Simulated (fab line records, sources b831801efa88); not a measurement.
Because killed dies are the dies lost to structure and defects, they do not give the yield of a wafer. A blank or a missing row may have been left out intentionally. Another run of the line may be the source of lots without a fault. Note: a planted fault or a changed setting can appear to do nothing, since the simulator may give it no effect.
8D (eight disciplines) problem report, filled in by code | flow sky130 | the parts of the form that need people (team, actions taken, sign-off) are left out

## 1. WHAT WENT WRONG
Mean of bias_w at SKY_VIA2_ETCH_15: 1042 W across 2 wafers in 2 lots; on wafers with no fault it is 1200 W (standard deviation 3.6). That is -44 standard deviations from the usual mean.
The step: etches SiO2 in C4F8/O2/Ar, stops on TiN, target depth 546 nm, time 84 s.
Earliest sighting: wafer L740.2 on rie_diel-04 at day 39 11:43. Wafers with a number at this step in the record: 36, from 12 lots. Rule for "out", or "out of limits": more than 4 standard deviations from the usual mean. All remaining wafers that have a number are taken as sound.

## 2. WHAT IT IS, WHAT IT ISN'T
question                    | is                | is not
which readings at this step | bias_w            | oes_product_au
which lots                  | L740, L742        | L731, L732, L734, L736, L737, L748, L749, L751, L752, L753
which wafers of those lots  | L740.2, L742.3    | L740.1, L740.6, L742.4, L742.5
read on which tools         | rie_diel-04       | rie_diel-01, rie_diel-03
when                        | from day 39 11:43 | up to then (17 sound wafers); but 17 sound wafers of L742, L748, L749, L751, L752, L753 came after

## 3. THE SUSPECTS, EACH WITH WHAT RULES IT OUT
Counting: if a tool at a process step up to the reading ran every lot that is out, it stays a suspect. Sound lots after the first of them don't rule it out here, since some wafers of a struck lot are sound.
- rie_diel-04 at SKY_VIA2_ETCH_15 (etches SiO2 in C4F8/O2/Ar, stops on TiN, target depth 546 nm, time 84 s): kept. It ran every lot that is out, first L740 (day 39 11:43). Its own bias_w readings are out on those wafers.
- At SKY_VIA2_ETCH_15, inside rie_diel-04: chamber 3 took the wafers that are out, while their sound lot-mates went through chambers 0, 1.
Left after counting: rie_diel-04 at SKY_VIA2_ETCH_15.

## 4. THE CAUSE (what the simulator had put in)
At SKY_VIA2_ETCH_15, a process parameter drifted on rie_diel-04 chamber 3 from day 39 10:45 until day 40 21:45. A move of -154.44 in setting bias_w, from 1200. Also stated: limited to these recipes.
Counting left only this tool.

## 5. THE CHAIN OF EFFECTS, in route order
Each row: a reading whose mean over the struck wafers that have a number lies more than 3 standard deviations from the usual. Readings are gone through only where the record gives a usual standard deviation; hours: the median, over the lots, of the time from a lot's start at the first step in this table giving one to that lot's start at this step; sigmas: the change measured in usual standard deviations.
hours | step             | reading | usual  | on struck wafers | change | sigmas
0     | SKY_VIA2_ETCH_15 | bias_w  | 1200 W | 1042             | -158   | -44
The process steps in it:
- SKY_VIA2_ETCH_15: etches SiO2 in C4F8/O2/Ar, stops on TiN, target depth 546 nm, time 84 s.

## 6. HOW IT WOULD HAVE BEEN CAUGHT EARLIER
In this record the first reading out of limits was taken at day 39 11:43, 1 hour after the fault began at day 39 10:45.
